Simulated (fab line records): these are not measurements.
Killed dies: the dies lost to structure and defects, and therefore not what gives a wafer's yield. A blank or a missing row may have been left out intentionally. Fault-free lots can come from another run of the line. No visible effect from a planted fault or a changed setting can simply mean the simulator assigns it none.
fab line records	flow sky130
record lots=12	wafers=36	last-day=50
route steps=708 shown NWELL@67 VIA4@652 METAL5@665 PAD_OPEN@701
lots with no fault: from the same line, run without faults
start-h: start of the lot's first displayed wafer, in hours after the record's first day	wait-h: hours from the lot's prior step to this one	" identical to the entry in the row above	L1.1+2: one row covering several wafers at once	- either no value or no given start	* or withheld: withheld	< > ~ a bound
route shown NAME@n: a module of which the file shows steps, and the number in the route of the first	usual: average and standard deviation across the fault-free wafers	same: alike in all rows	chamber/n: place in a boat	sites: the reading at each site	_std_site: the values' standard deviation	_edge_site: outer sites' mean less inner sites'	radius-mm: for every site, how far away it sits from the centre of the wafer	mask NAME#n: copy n	behind: the last tool/chamber to shape the wafer	hold: why the lot went on hold/how many hours it stayed there/how the hold came to an end	device: whichever transistor did not switch (one of n, p or np)	end of line: the tests these same wafers got at the end of their route	a step without rows: its recipe alone	killed: the dies lost at the first sort to structure and to defects; this is not the yield of the wafer	map: a wafer's dies, x killed, . not, _ none there
set.NAME: the setting the step ran with; set.NAME@STEP: the setting that earlier step ran with	model.NAME: the simulator's own value behind a step, which no gauge read
the route's steps for a sample of lots (tables are steps, rows are wafers)
services: the hour from which a tool's chamber was out of use, counted from the record's first day as start-h (under 0 if before that day), plus the number of hours and why
## steps
# step SKY_NWELL_STRIP_14
# recipe chemistry=O2/N2	power-w=1400	pressure-mtorr=1500	platen-temp-c=withheld	o2-flow-sccm=3000	n2-flow-sccm=300	overash-fraction=0.5
# usual drypump-motor-current-A=5.8/0.45	oes-product-au=0.723/0.0049	strip-time-to-endpoint-s=36.95/0.096
# same overash-fraction=0.5
lot.wafer	tool	chamber	start-h	wait-h	drypump-motor-current-A	oes-product-au	rf-hours-counter-h	strip-time-to-endpoint-s
L658.1	plasma-asher-03	0	95.95	0.1	5.3	0.715	43	37.01
L658.3	"	1	"	"	5.7	0.720	-	37.17
L658.4	"	0	"	"	5.3	0.726	-	36.99
L659.2	plasma-asher-01	0	99.50	0.1	5.7	0.724	43	36.87
L659.3	"	1	"	"	6.6	0.719	-	36.85
L659.4	"	0	"	"	5.7	0.722	-	36.81
L660.2	plasma-asher-03	0	102.57	0.1	5.3	0.729	44	36.95
L660.3	"	0	"	"	5.3	0.721	-	36.87
L660.5	"	1	"	"	5.7	0.717	-	36.87
L661.1	plasma-asher-01	1	113.40	0.1	6.5	0.723	45	36.91
L661.5	"	0	"	"	5.7	0.715	-	36.92
L661.6	"	1	"	"	6.6	0.730	-	36.82
L662.3	plasma-asher-01	0	120.10	0.1	5.7	0.716	-	36.92
L662.4	"	1	"	"	6.5	0.726	-	36.82
L662.5	"	0	"	"	5.7	0.720	-	36.82
L663.3	plasma-asher-01	0	124.60	0.1	5.7	0.721	-	37.15
L663.4	"	1	"	"	6.6	0.719	-	37.05
L663.5	"	0	"	"	5.7	0.721	-	37.07
L665.3	plasma-asher-01	0	134.20	0.1	5.7	0.722	-	36.95
L665.4	"	1	"	"	6.5	0.722	-	37.01
L665.5	"	1	"	"	6.6	0.728	-	36.91
L670.2	plasma-asher-03	1	161.77	0.1	5.7	0.728	52	36.89
L670.3	"	1	"	"	5.8	0.728	-	36.91
L670.5	"	1	"	"	5.7	0.728	-	36.89
L676.1	plasma-asher-02	0	209.97	0.1	5.3	0.713	5	36.91
L676.2	"	1	"	"	5.6	0.728	5	36.88
L676.6	"	1	"	"	5.6	0.722	-	36.96
L677.2	plasma-asher-01	0	213.85	0.1	5.7	0.719	57	36.81
L677.3	"	0	"	"	5.7	0.718	-	36.92
L677.5	"	0	"	"	5.7	0.722	-	36.85
L679.2	plasma-asher-02	1	219.42	0.1	5.6	0.728	6	37.16
L679.3	"	0	"	"	5.3	0.725	-	37.08
L679.4	"	1	"	"	5.6	0.729	-	36.98
L680.4	plasma-asher-02	0	225.80	0.1	5.3	0.720	-	37.12
L680.5	"	0	"	"	5.3	0.720	-	37.05
L680.6	"	1	"	"	5.6	0.719	-	37.09
# step SKY_VIA4_STRIP_13
# recipe chemistry=O2/N2	power-w=1400	pressure-mtorr=1500	platen-temp-c=withheld	o2-flow-sccm=3000	n2-flow-sccm=300	overash-fraction=0.5
# usual drypump-motor-current-A=5.61/0.27	oes-product-au=0.709/0.0048	strip-time-to-endpoint-s=12.817/0.026
# same overash-fraction=0.5
lot.wafer	tool	chamber	start-h	wait-h	drypump-motor-current-A	oes-product-au	rf-hours-counter-h	strip-time-to-endpoint-s
L658.1	plasma-asher-03	0	1011.14	-	5.31	0.708	61	12.835
L658.3	"	0	"	"	5.31	0.707	-	12.854
L658.4	"	1	"	"	5.76	0.707	-	12.837
L659.2	plasma-asher-03	1	1016.19	-	5.75	0.704	62	12.790
L659.3	"	0	"	"	5.31	0.707	-	12.784
L659.4	"	1	"	"	5.76	0.710	-	12.812
L660.2	plasma-asher-04	0	1025.98	-	5.71	0.710	123	12.829
L660.3	"	0	"	"	5.73	0.710	-	12.834
L660.5	"	1	"	"	6.10	0.712	-	12.860
L661.1	plasma-asher-02	0	1029.19	-	5.26	0.708	87	12.764
L661.5	"	0	"	"	5.27	0.709	-	12.811
L661.6	"	1	"	"	5.60	0.705	-	12.803
L662.3	plasma-asher-03	0	1045.36	-	5.30	0.705	-	12.817
L662.4	"	1	"	"	5.71	0.709	-	12.808
L662.5	"	1	"	"	5.73	0.714	-	12.819
L663.3	plasma-asher-03	1	1050.41	-	5.73	0.702	-	12.811
L663.4	"	0	"	"	5.31	0.704	-	12.796
L663.5	"	1	"	"	5.74	0.708	-	12.818
L665.3	plasma-asher-03	0	1060.08	-	5.31	0.696	-	12.766
L665.4	"	1	"	"	5.76	0.700	-	12.797
L665.5	"	1	"	"	5.76	0.712	-	12.828
L670.2	plasma-asher-02	1	1095.09	-	5.58	0.706	94	12.836
L670.3	"	1	"	"	5.59	0.717	-	12.847
L670.5	"	1	"	"	5.57	0.706	-	12.825
L676.1	plasma-asher-02	0	1137.59	-	5.28	0.706	98	12.817
L676.2	"	1	"	"	5.59	0.713	98	12.849
L676.6	"	1	"	"	5.62	0.711	-	12.824
L677.2	plasma-asher-02	1	1140.38	-	5.61	0.715	99	12.842
L677.3	"	1	"	"	5.60	0.712	-	12.826
L677.5	"	0	"	"	5.25	0.713	-	12.802
L679.2	plasma-asher-03	0	1151.93	-	5.33	0.712	72	12.770
L679.3	"	1	"	"	5.74	0.708	-	12.825
L679.4	"	0	"	"	5.32	0.711	-	12.779
L680.4	plasma-asher-02	1	1157.58	-	5.62	0.710	-	12.822
L680.5	"	1	"	"	5.61	0.700	-	12.807
L680.6	"	0	"	"	5.34	0.703	-	12.834
# step SKY_METAL5_SPUTTER_04
# recipe material=TiN	target-thk-nm=70	power-w=6500	time-s=56.12	chamber-pressure-pa=0.4
# usual throttle-valve-pct=29.6/1
lot.wafer	tool	chamber	start-h	wait-h	throttle-valve-pct
L658.1	pvd-sputter-02	-	1012.55	0.0	28.5
L658.3	"	-	"	"	28.2
L658.4	"	-	"	"	30.4
L659.2	pvd-sputter-03	-	1017.60	0.0	31.0
L659.3	"	-	"	"	30.2
L659.4	"	-	"	"	30.1
L660.2	pvd-sputter-01	-	1028.13	0.0	28.4
L660.3	"	-	"	"	28.7
L660.5	"	-	"	"	31.0
L661.1	pvd-sputter-01	-	1030.86	0.0	29.1
L661.5	"	-	"	"	31.0
L661.6	"	-	"	"	28.5
L662.3	pvd-sputter-03	-	1046.73	0.0	29.7
L662.4	"	-	"	"	30.1
L662.5	"	-	"	"	30.1
L663.3	pvd-sputter-02	-	1052.05	0.0	28.1
L663.4	"	-	"	"	30.5
L663.5	"	-	"	"	30.6
L665.3	pvd-sputter-02	-	1061.47	0.0	30.5
L665.4	"	-	"	"	28.6
L665.5	"	-	"	"	30.7
L670.2	pvd-sputter-01	-	1097.33	0.0	28.4
L670.3	"	-	"	"	28.6
L670.5	"	-	"	"	31.0
L676.1	pvd-sputter-01	-	1139.04	0.0	31.0
L676.2	"	-	"	"	28.6
L676.6	"	-	"	"	28.3
L677.2	pvd-sputter-01	-	1141.83	0.0	28.5
L677.3	"	-	"	"	28.6
L677.5	"	-	"	"	28.6
L679.2	pvd-sputter-03	-	1153.53	0.0	30.3
L679.3	"	-	"	"	30.1
L679.4	"	-	"	"	31.0
L680.4	pvd-sputter-01	-	1158.95	0.0	28.5
L680.5	"	-	"	"	28.9
L680.6	"	-	"	"	28.5
# step SKY_PAD_OPEN_ETCH_07
# recipe chemistry=CF4/O2	target-depth-nm=725	stop-on=AlCu	source-w=800	bias-w=150	pressure-mtorr=150	cf4-flow-sccm=80	O2_flow_sccm=10	time-s=161.1
# usual O2_flow_sccm=10.00/0.031	drypump-motor-current-A=5.8/0.47	oes-product-au=0.978/0.0071	throttle-valve-pct=5.964/0.0099
lot.wafer	tool	chamber	start-h	wait-h	O2_flow_sccm	drypump-motor-current-A	oes-product-au	rf-hours-counter-h	throttle-valve-pct
L658.1	rie-diel-01	3	1079.54	-	9.99	5.0	0.984	26	5.945
L658.3	"	0	"	"	9.99	6.4	0.959	22	5.978
L658.4	"	2	"	"	9.95	5.3	0.975	16	5.963
L659.2	rie-diel-01	0	1083.79	-	9.99	6.4	0.968	22	5.961
L659.3	"	3	"	"	10.05	5.0	0.973	26	5.974
L659.4	"	2	"	"	10.04	5.3	0.970	16	5.963
L660.2	rie-diel-01	1	1094.09	-	10.02	5.9	0.972	7	5.971
L660.3	"	2	"	"	10.05	5.3	0.969	16	5.968
L660.5	"	2	"	"	10.05	5.3	0.977	-	5.975
L661.1	rie-diel-01	2	1096.94	-	10.03	5.3	0.978	17	5.966
L661.5	"	0	"	"	9.95	6.4	0.987	-	5.973
L661.6	"	1	"	"	9.97	5.9	0.999	-	5.960
L662.3	rie-diel-02	0	1108.99	-	10.01	6.0	0.972	35	5.949
L662.4	"	3	"	"	9.99	6.1	0.987	-	5.953
L662.5	"	0	"	"	10.01	6.0	0.977	-	5.955
L663.3	rie-diel-01	2	1114.44	-	10.01	5.3	0.965	17	5.945
L663.4	"	3	"	"	9.98	5.0	0.968	27	5.953
L663.5	"	1	"	"	9.99	5.9	0.977	-	5.972
L665.3	rie-diel-01	1	1122.59	-	9.97	5.9	0.986	8	5.961
L665.4	"	3	"	"	9.99	5.0	0.973	28	5.979
L665.5	"	0	"	"	9.97	6.4	0.973	-	5.980
L670.2	rie-diel-01	2	1154.79	-	10.05	5.3	0.973	19	5.967
L670.3	"	0	"	"	9.99	6.4	0.980	25	5.970
L670.5	"	2	"	"	10.06	5.2	0.985	-	5.963
L676.1	rie-diel-03	2	1192.54	-	10.02	6.5	0.974	15	5.969
L676.2	"	1	"	"	10.02	5.8	0.974	20	5.959
L676.6	"	2	"	"	10.01	6.5	0.982	-	5.968
L677.2	rie-diel-02	2	1195.59	-	9.95	5.7	0.976	2	5.974
L677.3	"	0	"	"	10.00	6.0	0.975	2	5.960
L677.5	"	1	"	"	10.03	5.7	0.988	-	5.967
L679.2	rie-diel-03	3	1204.34	-	9.98	5.6	0.979	24	5.951
L679.3	"	0	"	"	10.00	5.7	0.969	21	5.966
L679.4	"	1	"	"	10.00	5.8	0.990	20	5.965
L680.4	rie-diel-02	3	1208.94	-	9.94	6.1	0.987	1	5.950
L680.5	"	3	"	"	10.00	6.2	0.970	-	5.958
L680.6	"	2	"	"	9.94	5.7	0.980	-	5.984
# step SKY_PAD_OPEN_PROBE_99
# usual killed_at_M0_to_M3=43/6.9	killed_at_M4_up=3.1/1.9	killed-at-contacts=24/5.4	killed-at-front-end=14/4.3	killed-at-other=0.3/0.53	killed-dies=84/9.5	killed-on-rim=16/4.1	killed-open=46/6.8	killed-short=38/6
# same gross-dies=492	killed-at-back-side=0
lot.wafer	tool	chamber	start-h	wait-h	killed_at_M0_to_M3	killed_at_M4_up	killed-at-contacts	killed-at-front-end	killed-at-other	killed-dies	killed-on-rim	killed-open	killed-short
L658.1	prober-01	-	1081.90	0.1	42	8	26	15	0	91	17	52	38
L658.3	prober-01	-	1082.00	0.2	60	9	27	15	0	111	20	64	47
L658.4	prober-01	-	1082.05	0.2	48	2	18	19	0	87	12	49	38
L659.2	prober-02	-	1086.22	0.1	51	4	28	13	2	98	21	57	41
L659.3	prober-02	-	1086.27	0.2	36	7	26	14	0	83	18	43	40
L659.4	prober-02	-	1086.32	0.2	32	6	31	9	0	78	18	42	36
L660.2	prober-01	-	1096.45	0.1	40	3	22	5	0	70	13	37	33
L660.3	prober-01	-	1096.50	0.2	43	2	20	17	1	83	22	41	42
L660.5	prober-01	-	1096.60	0.2	31	3	23	24	0	81	18	33	48
L661.1	prober-01	-	1099.30	0.1	41	4	18	17	2	82	15	43	38
L661.5	prober-01	-	1099.50	0.2	39	1	20	17	0	77	12	38	37
L661.6	prober-01	-	1099.55	0.2	46	6	30	23	0	105	22	61	44
L662.3	prober-02	-	1111.45	0.2	44	4	22	11	0	81	13	44	37
L662.4	prober-02	-	1111.50	0.2	45	5	13	10	0	73	19	34	39
L662.5	prober-02	-	1111.55	0.2	51	2	17	13	0	83	21	44	39
L663.3	prober-01	-	1116.94	0.2	34	3	24	17	1	79	18	44	35
L663.4	prober-01	-	1116.99	0.2	36	2	29	18	0	85	14	43	42
L663.5	prober-01	-	1117.04	0.2	32	2	36	21	0	91	14	52	39
L665.3	prober-02	-	1125.00	0.2	41	5	18	21	1	86	19	42	43
L665.4	prober-02	-	1125.05	0.2	40	3	20	11	0	74	12	43	28
L665.5	prober-02	-	1125.10	0.2	44	2	29	15	0	90	14	57	33
L670.2	prober-01	-	1157.19	0.1	37	0	18	51	0	106	13	39	27
L670.3	prober-01	-	1157.24	0.2	42	2	25	60	0	129	31	53	39
L670.5	prober-01	-	1157.34	0.2	44	5	22	52	0	123	29	48	35
L676.1	prober-01	-	1194.86	0.1	37	2	23	14	0	76	18	48	28
L676.2	prober-01	-	1194.91	0.1	43	3	30	14	0	90	23	52	37
L676.6	prober-01	-	1195.11	0.2	47	0	28	16	0	91	21	49	42
L677.2	prober-01	-	1197.96	0.1	60	4	22	15	1	102	24	55	47
L677.3	prober-01	-	1198.01	0.2	48	1	33	9	2	93	22	54	38
L677.5	prober-01	-	1198.11	0.2	50	3	21	14	2	90	19	44	44
L679.2	prober-02	-	1206.70	0.1	43	1	27	13	0	84	22	46	38
L679.3	prober-02	-	1206.75	0.2	41	4	24	16	0	85	18	39	46
L679.4	prober-02	-	1206.80	0.2	44	1	16	18	0	79	17	42	37
L680.4	prober-02	-	1211.40	0.2	40	3	17	12	1	73	16	40	30
L680.5	prober-02	-	1211.45	0.2	37	3	21	11	1	73	12	40	32
L680.6	prober-02	-	1211.50	0.2	45	1	14	7	0	67	13	39	28
# killed by level:class
L658.1 LI_CONTACT:geometric-particle:open=10 VIA1:geometric-particle:open=10 METAL2:geometric-particle:short=9 VIA2:geometric-particle:open=8 CONTACT:geometric-particle:open=7 METAL4:geometric-particle:short=7 POLY_GATE:geometric-particle:open=4 LOCAL_INTERCONNECT:geometric-particle:short=4
L658.3 VIA1:geometric-particle:open=13 VIA2:geometric-particle:open=12 VIA1:geometric-particle:short=8 LI_CONTACT:geometric-particle:open=7 FIELD_ISO:geometric-particle:open=6 LOCAL_INTERCONNECT:geometric-particle:short=6 CONTACT:geometric-particle:open=6 METAL2:geometric-particle:short=6
L658.4 VIA2:geometric-particle:open=10 VIA1:geometric-particle:open=9 METAL1:geometric-particle:short=8 POLY_GATE:geometric-particle:short=7 LI_CONTACT:geometric-particle:open=6 VIA1:geometric-particle:short=6 VIA3:geometric-particle:open=6 CONTACT:geometric-particle:open=5
L659.2 VIA1:geometric-particle:open=14 LI_CONTACT:geometric-particle:open=11 VIA3:geometric-particle:open=11 FIELD_ISO:geometric-particle:short=6 VIA2:geometric-particle:open=6 CONTACT:geometric-particle:short=5 CONTACT:geometric-particle:open=5 VIA1:geometric-particle:short=5
L659.3 VIA1:geometric-particle:open=9 LOCAL_INTERCONNECT:geometric-particle:short=9 VIA3:geometric-particle:open=8 FIELD_ISO:geometric-particle:open=7 LI_CONTACT:geometric-particle:open=7 METAL4:geometric-particle:short=7 CONTACT:geometric-particle:open=5 LI_CONTACT:geometric-particle:short=4
L659.4 CONTACT:geometric-particle:open=11 LOCAL_INTERCONNECT:geometric-particle:short=8 VIA3:geometric-particle:open=7 METAL3:geometric-particle:short=6 LI_CONTACT:geometric-particle:open=5 VIA1:geometric-particle:open=5 METAL1:geometric-particle:short=4 FIELD_ISO:geometric-particle:open=3
L660.2 VIA1:geometric-particle:open=15 CONTACT:geometric-particle:short=7 CONTACT:geometric-particle:open=6 VIA1:geometric-particle:short=4 VIA2:geometric-particle:short=4 LI_CONTACT:geometric-particle:open=3 LOCAL_INTERCONNECT:geometric-particle:short=3 METAL4:geometric-particle:short=3
L660.3 FIELD_ISO:geometric-particle:open=9 VIA1:geometric-particle:open=7 METAL1:geometric-particle:short=7 VIA2:geometric-particle:short=6 VIA2:geometric-particle:open=6 FIELD_ISO:geometric-particle:short=5 LOCAL_INTERCONNECT:geometric-particle:short=5 CONTACT:geometric-particle:open=5
L660.5 FIELD_ISO:geometric-particle:short=7 VIA2:geometric-particle:open=7 FIELD_ISO:geometric-particle:open=6 CONTACT:geometric-particle:short=6 METAL1:geometric-particle:short=6 POLY_GATE:geometric-particle:short=5 LOCAL_INTERCONNECT:geometric-particle:short=5 LI_CONTACT:geometric-particle:open=5
L661.1 VIA1:geometric-particle:open=9 CONTACT:geometric-particle:open=7 METAL3:geometric-particle:short=6 VIA3:geometric-particle:open=6 POLY_GATE:geometric-particle:open=5 VIA1:geometric-particle:short=5 FIELD_ISO:geometric-particle:short=4 SPACER:geometric-particle:short=4
L661.5 VIA1:geometric-particle:open=10 CONTACT:geometric-particle:open=9 LOCAL_INTERCONNECT:geometric-particle:short=7 VIA2:geometric-particle:short=5 FIELD_ISO:geometric-particle:short=4 METAL1:geometric-particle:short=4 VIA2:geometric-particle:open=4 SPACER:geometric-particle:short=3
L661.6 CONTACT:geometric-particle:open=16 VIA1:geometric-particle:open=11 VIA2:geometric-particle:open=7 POLY_GATE:geometric-particle:open=6 LI_CONTACT:geometric-particle:open=6 METAL1:geometric-particle:short=6 POLY_GATE:geometric-particle:short=5 VIA1:geometric-particle:short=5
L662.3 CONTACT:geometric-particle:open=11 VIA1:geometric-particle:open=10 VIA2:geometric-particle:open=7 VIA1:geometric-particle:short=5 METAL2:geometric-particle:short=5 FIELD_ISO:geometric-particle:short=4 VIA3:geometric-particle:open=4 LOCAL_INTERCONNECT:geometric-particle:short=4
L662.4 VIA1:geometric-particle:open=10 VIA3:geometric-particle:open=8 METAL2:geometric-particle:short=6 METAL4:geometric-particle:short=5 LI_CONTACT:geometric-particle:open=5 VIA2:geometric-particle:short=5 CONTACT:geometric-particle:open=4 METAL1:geometric-particle:short=4
L662.5 VIA1:geometric-particle:open=12 VIA2:geometric-particle:open=9 CONTACT:geometric-particle:open=8 METAL1:geometric-particle:short=6 VIA1:geometric-particle:short=6 VIA3:geometric-particle:open=6 FIELD_ISO:geometric-particle:short=5 LI_CONTACT:geometric-particle:open=4
L663.3 LI_CONTACT:geometric-particle:open=7 CONTACT:geometric-particle:open=7 FIELD_ISO:geometric-particle:short=6 VIA1:geometric-particle:open=6 VIA1:geometric-particle:short=6 VIA2:geometric-particle:open=6 FIELD_ISO:geometric-particle:open=5 POLY_GATE:geometric-particle:open=3
L663.4 VIA1:geometric-particle:open=8 LI_CONTACT:geometric-particle:open=8 CONTACT:geometric-particle:open=7 METAL2:geometric-particle:short=6 METAL1:geometric-particle:short=5 POLY_GATE:geometric-particle:short=5 POLY_GATE:geometric-particle:open=5 LOCAL_INTERCONNECT:geometric-particle:short=5
L663.5 CONTACT:geometric-particle:open=14 LI_CONTACT:geometric-particle:open=9 POLY_GATE:geometric-particle:open=7 LOCAL_INTERCONNECT:geometric-particle:short=7 FIELD_ISO:geometric-particle:short=6 VIA1:geometric-particle:open=6 FIELD_ISO:geometric-particle:open=5 METAL1:geometric-particle:short=5
L665.3 VIA3:geometric-particle:open=10 CONTACT:geometric-particle:open=9 VIA1:geometric-particle:open=7 METAL2:geometric-particle:short=5 POLY_GATE:geometric-particle:short=4 METAL4:geometric-particle:short=4 LI_CONTACT:geometric-particle:open=4 CONTACT:geometric-particle:short=4
L665.4 VIA1:geometric-particle:open=12 CONTACT:geometric-particle:open=8 VIA3:geometric-particle:open=8 LI_CONTACT:geometric-particle:open=4 LOCAL_INTERCONNECT:geometric-particle:short=4 METAL1:geometric-particle:short=4 VIA1:geometric-particle:short=4 VIA2:geometric-particle:open=4
L665.5 CONTACT:geometric-particle:open=13 VIA3:geometric-particle:open=10 VIA1:geometric-particle:open=8 FIELD_ISO:geometric-particle:open=7 LI_CONTACT:geometric-particle:open=7 METAL2:geometric-particle:short=5 VIA2:geometric-particle:open=5 METAL3:geometric-particle:short=4
L670.2 NWELL:unspecified=39 VIA1:geometric-particle:open=9 VIA3:geometric-particle:open=8 CONTACT:geometric-particle:open=7 METAL2:geometric-particle:short=4 POLY_GATE:geometric-particle:short=4 LI_CONTACT:geometric-particle:open=4 METAL1:geometric-particle:short=4
L670.3 NWELL:unspecified=37 VIA1:geometric-particle:open=9 VIA3:geometric-particle:open=8 FIELD_ISO:geometric-particle:open=7 VIA2:geometric-particle:open=7 LOCAL_INTERCONNECT:geometric-particle:short=7 CONTACT:geometric-particle:open=7 FIELD_ISO:geometric-particle:short=6
L670.5 NWELL:unspecified=39 LI_CONTACT:geometric-particle:open=9 VIA3:geometric-particle:open=8 VIA1:geometric-particle:open=7 FIELD_ISO:geometric-particle:open=6 CONTACT:geometric-particle:open=6 VIA1:geometric-particle:short=6 VIA2:geometric-particle:open=6
L676.1 CONTACT:geometric-particle:open=13 VIA1:geometric-particle:open=8 VIA2:geometric-particle:open=6 LI_CONTACT:geometric-particle:open=5 METAL1:geometric-particle:short=5 VIA1:geometric-particle:short=5 CONTACT:geometric-particle:short=4 VIA3:geometric-particle:open=4
L676.2 CONTACT:geometric-particle:open=17 LI_CONTACT:geometric-particle:open=7 VIA1:geometric-particle:short=7 VIA1:geometric-particle:open=6 VIA2:geometric-particle:open=5 VIA3:geometric-particle:open=5 METAL3:geometric-particle:short=4 METAL2:geometric-particle:short=4
L676.6 VIA2:geometric-particle:open=9 LI_CONTACT:geometric-particle:open=9 VIA1:geometric-particle:open=8 CONTACT:geometric-particle:short=7 CONTACT:geometric-particle:open=6 VIA2:geometric-particle:short=5 VIA1:geometric-particle:short=5 FIELD_ISO:geometric-particle:short=4
L677.2 VIA1:geometric-particle:open=18 VIA1:geometric-particle:short=8 CONTACT:geometric-particle:open=8 VIA2:geometric-particle:open=7 METAL2:geometric-particle:short=7 VIA2:geometric-particle:short=6 FIELD_ISO:geometric-particle:open=5 LI_CONTACT:geometric-particle:open=5
L677.3 CONTACT:geometric-particle:open=14 VIA2:geometric-particle:open=10 LI_CONTACT:geometric-particle:open=9 VIA1:geometric-particle:open=7 METAL1:geometric-particle:short=6 VIA3:geometric-particle:open=6 METAL2:geometric-particle:short=5 LI_CONTACT:geometric-particle:short=4
L677.5 VIA1:geometric-particle:open=11 VIA3:geometric-particle:open=9 LI_CONTACT:geometric-particle:open=7 VIA2:geometric-particle:open=7 CONTACT:geometric-particle:open=6 METAL2:geometric-particle:short=5 LOCAL_INTERCONNECT:geometric-particle:short=5 VIA2:geometric-particle:short=5
L679.2 CONTACT:geometric-particle:open=14 VIA1:geometric-particle:open=10 POLY_GATE:geometric-particle:short=6 VIA2:geometric-particle:open=5 LI_CONTACT:geometric-particle:open=5 METAL1:geometric-particle:short=5 METAL2:geometric-particle:short=5 VIA3:geometric-particle:open=5
L679.3 LI_CONTACT:geometric-particle:open=10 CONTACT:geometric-particle:open=9 METAL1:geometric-particle:short=8 METAL2:geometric-particle:short=8 VIA1:geometric-particle:open=7 VIA3:geometric-particle:open=7 POLY_GATE:geometric-particle:short=6 FIELD_ISO:geometric-particle:short=5
L679.4 VIA1:geometric-particle:open=12 CONTACT:geometric-particle:open=7 POLY_GATE:geometric-particle:short=5 METAL2:geometric-particle:short=5 VIA2:geometric-particle:open=5 POLY_GATE:geometric-particle:open=4 METAL1:geometric-particle:short=4 FIELD_ISO:geometric-particle:short=3
L680.4 LI_CONTACT:geometric-particle:open=7 VIA1:geometric-particle:open=7 VIA2:geometric-particle:open=7 VIA3:geometric-particle:open=6 LOCAL_INTERCONNECT:geometric-particle:short=5 VIA1:geometric-particle:short=5 FIELD_ISO:geometric-particle:open=4 METAL1:geometric-particle:short=4
L680.5 VIA1:geometric-particle:open=9 VIA2:geometric-particle:open=6 CONTACT:geometric-particle:short=6 CONTACT:geometric-particle:open=6 VIA3:geometric-particle:open=6 LI_CONTACT:geometric-particle:open=5 VIA3:geometric-particle:short=4 FIELD_ISO:geometric-particle:short=3
L680.6 VIA1:geometric-particle:open=14 VIA3:geometric-particle:open=6 VIA2:geometric-particle:open=5 METAL1:geometric-particle:short=4 METAL2:geometric-particle:short=4 VIA3:geometric-particle:short=4 LI_CONTACT:geometric-particle:open=3 LOCAL_INTERCONNECT:geometric-particle:short=3
## services
tool	chamber	start-h	hours	kind
plasma-asher-02	-	75.86	73.9	repair
rie-diel-01	-	87.80	2.8	pm
rie-diel-01	0	126.15	10.3	repair
rie-diel-01	3	135.28	1.4	repair
plasma-asher-02	-	149.79	9.0	pm
plasma-asher-02	-	274.06	2.7	repair
rie-diel-01	-	302.82	0.8	repair
rie-diel-01	1	322.34	3.9	repair
plasma-asher-02	-	396.26	3.2	repair
plasma-asher-02	-	398.78	2.9	repair
plasma-asher-03	-	421.25	9.0	pm
plasma-asher-02	-	462.74	0.7	repair
plasma-asher-03	-	519.50	0.5	repair
rie-diel-01	2	529.25	3.2	repair
plasma-asher-02	-	538.81	0.7	repair
rie-diel-01	-	540.76	0.5	repair
rie-diel-01	-	612.19	18.2	repair
plasma-asher-03	-	801.79	5.6	repair
plasma-asher-03	-	854.29	2.8	pm
plasma-asher-02	-	870.63	9.2	repair
plasma-asher-03	-	1036.43	1.5	repair
plasma-asher-03	-	1065.78	2.9	repair
plasma-asher-03	-	1068.72	15.6	pm
plasma-asher-02	-	1131.32	2.8	pm
## key
first-sign step=SKY_PAD_OPEN_PROBE_99	reading=killed-at-front-end	direction=up	sigmas=9.4	usual=14	struck=54
effect step=SKY_PAD_OPEN_PROBE_99	reading=killed-dies	direction=up	sigmas=3.7	usual=84	struck=119
met-at SKY_NWELL_STRIP_14
struck-lots L670
struck-wafers L670.2,L670.3,L670.5
tester-left-out L670
not-acting-at SKY_VIA4_STRIP_13,SKY_METAL5_SPUTTER_04,SKY_PAD_OPEN_ETCH_07
onset-between 102.57 161.77
fault kind=chamber-particle-source	tool=plasma-asher-03	chamber=1	onset-h=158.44	steps=SKY_NWELL_STRIP_14	rate-per-visit-cm2=0.44068	end-h=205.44
# tester-left-out: of these lots the tester's yield and bins aren't shown, on N5 and GAA mostly nor the transistor test; their killed dies are dies lost to structure and defects alone, not to doping, threshold or leakage, so they don't give the yield
